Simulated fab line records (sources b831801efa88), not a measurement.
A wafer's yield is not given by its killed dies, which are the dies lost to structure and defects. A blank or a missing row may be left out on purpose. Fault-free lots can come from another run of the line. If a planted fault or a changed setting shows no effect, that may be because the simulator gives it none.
8D (eight disciplines) problem report, filled in by code ; flow gf180mcu ; the parts of the form that need people (team, actions taken, sign-off) are left out

1. THE ISSUE
HV_LDD_CVD_54_THK at GF_HV_LDD_THK_MEAS_55 reads a mean of 4.41 nm on 3 wafers of 1 lot; wafers without a fault read 10.05 nm with a standard deviation of 0.15. Relative to the usual mean, that is a shift of -38 standard deviations.
Earliest sighting: wafer L786.1 on film-metro-02 at day 17 06:36. Wafers with a number at this step in the record: 39, from 13 lots. The rule behind "out" and "out of limits": a value lying over 4 standard deviations away from the usual mean. The other wafers with a number count as sound.

2. WHAT IT IS, WHAT IT ISN'T
question;is;is not
which readings at this step;HV_LDD_CVD_54_THK;-
which lots;L786;L772, L773, L774, L775, L776, L777, L778, L779, L790, L791, L793, L795
which wafers of those lots;all that have a number;-
read on which gauges;film-metro-02;film-metro-03, film-metro-04
when;from day 17 06:36;"up to then (24 sound wafers); but 12 sound wafers of L790, L791, L793, L795 came after"

3. SUSPECTS, AND WHAT RULES EACH OUT
Counting: a tool at any process step up to the reading remains a suspect when it ran all the lots that are out and ran no sound lot after the first of those.
- the gauge at GF_HV_LDD_THK_MEAS_55: kept. All the wafers that are out were read on film-metro-02, and no step on other tools shows them out.
- lpcvd-02 at GF_HV_LDD_CVD_54 (deposits SiO2 from TEOS, target thk 10 nm, time 75 s): kept. It ran the lot that is out, L786 (day 17 05:35), and no sound lot after that; its last sound lot up to then is L778 (day 14 11:14).
Remaining after the count are lpcvd-02 at GF_HV_LDD_CVD_54 and film-metro-02 at GF_HV_LDD_THK_MEAS_55.

4. THE CAUSE (what the simulator had put in)
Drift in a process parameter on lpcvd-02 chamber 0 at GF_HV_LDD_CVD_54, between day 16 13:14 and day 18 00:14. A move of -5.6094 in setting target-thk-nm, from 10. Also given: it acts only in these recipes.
Of the 2 suspects that counting leaves, this tool is one.

5. THE EFFECT CHAIN, in route order
Each row: a reading where the mean over the struck wafers with a number is more than 3 standard deviations away from the usual. Readings are gone through only where the record gives a usual standard deviation; hours: the median, over the lots, of the time from a lot's start at the first step in this table giving one to that lot's start at this step; sigmas: the change measured in usual standard deviations.
hours;step;reading;usual;on struck wafers;change;sigmas
0;GF_HV_LDD_THK_MEAS_55;HV_LDD_CVD_54_THK;10.05 nm;4.41;-5.64;-38
Later steps that measure or inspect, where all struck wafers having a row at the step show a number for every such reading and not one has moved that far: GF_SAB_CD_MEAS_09.

6. WHAT WOULD HAVE CAUGHT IT SOONER
The first out-of-limits reading at a measuring or inspecting step in this record came at day 17 06:36, 17 hours after the fault's start at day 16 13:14.
Tool readings at GF_HV_LDD_CVD_54 with a usual standard deviation given in the record: none out on any struck wafer, hence no alarm at a limit of 4 standard deviations on them.
Lots out: 1; all had begun GF_HV_LDD_CVD_54 on lpcvd-02 by day 17 06:36. Had the tool been put on hold then, not one of them would have been saved.
